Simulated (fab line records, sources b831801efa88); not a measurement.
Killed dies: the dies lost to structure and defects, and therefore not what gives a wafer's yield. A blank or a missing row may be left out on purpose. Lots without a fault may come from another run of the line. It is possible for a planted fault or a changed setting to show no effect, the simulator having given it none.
Which of the tools did it? ; flow gf180mcu ; Sampling: 14 lots, 42 wafers, 3 of 602 route steps

WHAT THE GAUGES SHOWED, per wafer
GF_M3_CD_MEAS_14 targets a cd of 280 nm. Usual: cdNm at 280.3 nm, with a standard deviation of 1.5.
lot;measured;on;cdNm (nm);flag
L431;day 21 02:23;cdSem-01;280.2 280.8 280.6;
L432;day 21 17:22;cdSem-02;282.0 282.1 280.5;
L433;day 22 00:59;cdSem-01;280.6 280.7 281.2;
L435;day 22 12:13;cdSem-02;278.8 280.4 279.1;
L436;day 23 07:45;cdSem-01;282.2 280.7 281.4;
L437;day 23 10:23;cdSem-01;283.8 282.6 282.4;
L439;day 24 06:15;cdSem-01;278.1 278.7 278.9;
L444;day 26 05:09;cdSem-02;281.4 281.7 280.6;
L445;day 26 11:57;cdSem-01;280.6 281.1 280.8;
L447;day 26 22:43;cdSem-02;278.7 279.8 280.0;
L449;day 27 17:31;cdSem-02;280.4 280.5 280.7;
L450;day 27 22:50;cdSem-02;277.2 276.2 276.6;
L452;day 28 10:17;cdSem-01;281.8 280.8 281.4;
L453;day 28 12:45;cdSem-02;278.5 279.4 278.7;

EACH LOT AND THE TOOL THAT RAN IT (in order: tool; ch and the chambers of the sampled wafers; start)
lot;GF_V2_SPUTTER_22;GF_M3_SPUTTER_04
L431;pvdSputter-02, day 20 01:09;pvdSputter-01, day 20 01:59
L432;pvdSputter-04, day 20 16:23;pvdSputter-03, day 20 17:11
L433;pvdSputter-02, day 21 00:20;pvdSputter-03, day 21 01:08
L435;pvdSputter-04, day 21 12:04;pvdSputter-03, day 21 12:52
L436;pvdSputter-02, day 22 08:09;pvdSputter-03, day 22 09:04
L437;pvdSputter-03, day 22 10:48;pvdSputter-03, day 22 11:44
L439;pvdSputter-04, day 23 06:31;pvdSputter-01, day 23 07:19
L444;pvdSputter-03, day 25 07:05;pvdSputter-03, day 25 08:00
L445;pvdSputter-04, day 25 14:29;pvdSputter-03, day 25 15:17
L447;pvdSputter-03, day 26 01:32;pvdSputter-01, day 26 02:20
L449;pvdSputter-04, day 26 21:24;pvdSputter-01, day 26 22:13
L450;pvdSputter-04, day 27 02:39;pvdSputter-01, day 27 03:28
L452;pvdSputter-04, day 27 14:15;pvdSputter-03, day 27 15:04
L453;pvdSputter-03, day 27 16:42;pvdSputter-03, day 27 17:31
- GF_V2_SPUTTER_22: material TiN, target thk 10 nm, time 40 s.
- GF_M3_SPUTTER_04: material TiN, target thk 50 nm, time 41.7 s.

AS READ BY THE TOOLS THEMSELVES (means over the sampled wafers that have a number; for cases with no such wafer, the mark the record gives instead)
GF_V2_SPUTTER_22. Usual: throttleValvePct at 30.1 %, with a standard deviation of 0.86.
lot;tool;throttleValvePct (%);flag
L431;pvdSputter-02;29.7;
L432;pvdSputter-04;30.5;
L433;pvdSputter-02;29.8;
L435;pvdSputter-04;30.3;
L436;pvdSputter-02;29.9;
L437;pvdSputter-03;30.6;
L439;pvdSputter-04;30.3;
L444;pvdSputter-03;30.3;
L445;pvdSputter-04;30.0;
L447;pvdSputter-03;30.4;
L449;pvdSputter-04;29.9;
L450;pvdSputter-04;30.0;
L452;pvdSputter-04;29.7;
L453;pvdSputter-03;30.0;

GF_M3_SPUTTER_04. Usual: throttleValvePct at 30.5 %, with a standard deviation of 1.2.
lot;tool;throttleValvePct (%);flag
L431;pvdSputter-01;31.2;
L432;pvdSputter-03;29.4;
L433;pvdSputter-03;30.5;
L435;pvdSputter-03;29.5;
L436;pvdSputter-03;30.3;
L437;pvdSputter-03;30.4;
L439;pvdSputter-01;30.6;
L444;pvdSputter-03;30.9;
L445;pvdSputter-03;30.8;
L447;pvdSputter-01;31.4;
L449;pvdSputter-01;31.6;
L450;pvdSputter-01;31.8;
L452;pvdSputter-03;30.4;
L453;pvdSputter-03;30.6;

THE ANSWER, worked out from the rows above alone
Rule: a lot is off if the mean of its wafers that have a number lies more than 3 standard deviations from the usual mean. A lot without any number at a reading at which 4 lots or more have one is off too. Any other lot the step has rows for is counted as sound. The gauges are gone through in route order, then the tools' own readings, and for those a lot's mean is taken as printed above. The first step at which some lot is off is used, and at that step the reading that is off furthest; a lot without a number counts as furthest.
No lot is off at any reading shown: from this, nothing can be told.

WHAT THE SIMULATOR PUT IN
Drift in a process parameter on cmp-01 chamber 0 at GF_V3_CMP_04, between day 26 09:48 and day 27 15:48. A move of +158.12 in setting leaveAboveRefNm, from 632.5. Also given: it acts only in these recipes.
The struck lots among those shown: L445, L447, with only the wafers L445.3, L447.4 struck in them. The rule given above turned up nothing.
